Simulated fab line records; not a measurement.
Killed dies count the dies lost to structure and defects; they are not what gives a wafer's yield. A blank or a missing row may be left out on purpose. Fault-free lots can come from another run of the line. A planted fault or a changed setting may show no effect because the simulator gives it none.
One fault through the eyes of 2 desks :: flow gf180mcu :: what lay behind the numbers comes last; until then each desk has only its own

FOR THE TOOL OWNER'S DESK: cmp-01
The tool's own readings at GF_V1_CMP_04 (polishes SiO2): means of the sampled wafers that have a number, for each lot that ran on this tool. A lot is out of limits, marked OUT, if its mean lies more than 4 standard deviations from the usual mean; the brackets give that distance.
Columns: A = motor_current_A at GF_V1_CMP_04, usual 11.8 A; B = slurry_flow_ml_min at GF_V1_CMP_04, usual 150.0; C = time_to_endpoint_s at GF_V1_CMP_04, usual 80 s
lot: L475
first seen here: day 16 22:44
A: 11.9
B: 150.4
C: 87

lot: L476
first seen here: day 17 05:00
A: 12.0
B: 150.3
C: 83

lot: L478
first seen here: day 18 09:32
A: 12.6
B: 150.1
C: 79

lot: L480
first seen here: day 18 23:20
A: 12.7
B: 149.8
C: 86

lot: L491
first seen here: day 23 02:50
A: 12.3
B: 150.2
C: 77

lot: L493
first seen here: day 23 19:54
A: 12.0
B: 150.1
C: 76

lot: L494
first seen here: day 24 01:27
A: 12.4
B: 150.2
C: 80

lot: L495
first seen here: day 24 09:51
A: 12.6
B: 149.7
C: 81

lot: L496
first seen here: day 24 19:51
A: 12.5
B: 150.0
C: 81

lot: L497
first seen here: day 25 03:11
A: 11.9
B: 150.1
C: 89
Finding of this desk: none of the 10 lots has anything out of limits.

FROM THE METROLOGY DESK
Means of the sampled wafers that have a number, per lot and without regard to the tool the lot ran on: this is what the gauges read. A lot is out of limits, marked OUT, if its mean lies more than 4 standard deviations from the usual mean; the brackets give that distance.
Columns: A = M3_OVL at GF_M3_OVL_MEAS_15, usual -1 nm
lot: L475
first seen here: day 21 03:29
A: -2

lot: L476
first seen here: day 21 08:47
A: -4

lot: L478
first seen here: day 22 14:14
A: -13

lot: L480
first seen here: day 23 04:02
A: 2

lot: L490
first seen here: day 26 18:14
A: -4

lot: L491
first seen here: day 26 22:23
A: 4

lot: L492
first seen here: day 27 02:38
A: 4

lot: L493
first seen here: day 27 12:02
A: 2

lot: L494
first seen here: day 27 18:44
A: -3

lot: L495
first seen here: day 28 01:29
A: -3

lot: L496
first seen here: day 28 09:50
A: -7

lot: L497
first seen here: day 28 17:29
A: -5
Finding of this desk: none of the 12 lots has anything out of limits.

PUT TOGETHER
Nothing out of limits was seen by the tool owner's desk.
Metrology desk: nothing out of limits seen.

WHAT THE SIMULATOR PUT IN
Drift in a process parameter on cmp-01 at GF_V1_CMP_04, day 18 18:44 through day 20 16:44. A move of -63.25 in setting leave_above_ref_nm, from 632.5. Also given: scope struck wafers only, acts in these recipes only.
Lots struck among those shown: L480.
